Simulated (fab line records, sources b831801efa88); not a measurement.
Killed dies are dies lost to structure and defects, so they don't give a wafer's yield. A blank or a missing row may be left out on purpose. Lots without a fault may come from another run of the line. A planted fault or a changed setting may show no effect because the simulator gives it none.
A struck lot beside a sound one | flow gf180mcu | 14 steps out of a route of 602
Sound: wafers L684.2, L684.4, L684.5. Struck: wafers L677.1, L677.2, L677.3. The cause comes at the end.
At each step with rows: each side's tool, then ch and its chambers, then its first start. Under that, the readings that differ: sound wafers | struck wafers | difference of the means | sigmas: that difference in standard deviations of wafers without a fault.
alike: readings whose means differ by less than 2 such deviations, and words and numbers that are the same on both sides. not compared: withheld readings, readings that some wafer has no value for, bounds like >300 that may hide the same value, and numbers for which the record gives no deviation and whose values overlap.
The two part at a step that has a row with sigmas, a row that says differs or no value, or rows on one side only. Numbers that don't overlap but have no deviation are shown without sigmas and don't part them. A reading that every wafer of one side lacks parts them only if that side has two wafers or more.

first, 4 steps without rows for these wafers: GF_V4_STRIP_19 (strips in post etch residue remover, time 1200 s); GF_V4_CLEAN_20 (cleans in DIW); GF_V4_SPUTTER_21 (material Ti, target thk 15 nm, time 80.02 s); GF_V4_SPUTTER_22 (material TiN, target thk 10 nm, time 40 s).
GF_V4_CVD_23: deposits W, target thk 350 nm, time 104.9 s.
  sound on cvd_w-01 ch 0,1, day 27 14:44; struck on cvd_w-02 ch 0,1, day 25 12:14
  alike: chamber_pressure_Torr, heater_power_w
GF_V4_RS_MEAS_24: measures by four-point-probe.
  sound on film_metro-02, day 27 14:53; struck on film_metro-04, day 25 12:22
  alike: V4_W_RS
GF_V4_THK_MEAS_25: measures by xrf.
  sound on film_metro-02, day 27 14:59; struck on film_metro-04, day 25 12:29
  alike: V4_W_THK
then, 1 step without rows for these wafers: GF_V4_CMP_26 (polishes, stops on SiO2, t overpolish 15 s, target thk 0 nm).
GF_MIM_SPUTTER_00: material Ti, target thk 37.5 nm, time 150 s.
  sound on pvd_sputter-03, day 27 15:20; struck on pvd_sputter-03, day 25 12:50
  alike: cathode_dc_power_W, chamber_pressure_pa, throttle_valve_pct
then, 1 step without rows for these wafers: GF_MIM_SPUTTER_01 (material TiN, target thk 30 nm, time 25 s).
GF_MIM_SPUTTER_02: material AlCu, target thk 450 nm, time 23.9 s.
  sound on pvd_sputter-03, day 27 15:28; struck on pvd_sputter-03, day 25 12:58
  alike: cathode_dc_power_W, chamber_pressure_pa, throttle_valve_pct
GF_MIM_SPUTTER_03: material Ti, target thk 10 nm, time 6.7 s.
  sound on pvd_sputter-03, day 27 15:30; struck on pvd_sputter-03, day 25 13:00
  alike: cathode_dc_power_W, chamber_pressure_pa, throttle_valve_pct
GF_MIM_SPUTTER_04: material TiN, target thk 50 nm, time 41.7 s.
  sound on pvd_sputter-03, day 27 15:31; struck on pvd_sputter-03, day 25 13:01
  no value came back on the struck wafers for cathode_dc_power_W (W), chamber_pressure_pa (Pa), throttle_valve_pct (%); on the sound wafers cathode_dc_power_W (W) reads 6500.4 6499.1 6501.8
GF_MIM_CVD_05: deposits Si3N4, target thk 42 nm, time 29.086 s.
  sound on pecvd-04 ch 0,2, day 27 15:34; struck on pecvd-01 ch 0,1,2, day 25 13:04
  alike: heater_power_w

WHERE THEY PART
Only at GF_MIM_SPUTTER_04, within this record. Later steps at which nothing parts them and some readings are alike: GF_MIM_CVD_05.

WHY: what the simulator had put in
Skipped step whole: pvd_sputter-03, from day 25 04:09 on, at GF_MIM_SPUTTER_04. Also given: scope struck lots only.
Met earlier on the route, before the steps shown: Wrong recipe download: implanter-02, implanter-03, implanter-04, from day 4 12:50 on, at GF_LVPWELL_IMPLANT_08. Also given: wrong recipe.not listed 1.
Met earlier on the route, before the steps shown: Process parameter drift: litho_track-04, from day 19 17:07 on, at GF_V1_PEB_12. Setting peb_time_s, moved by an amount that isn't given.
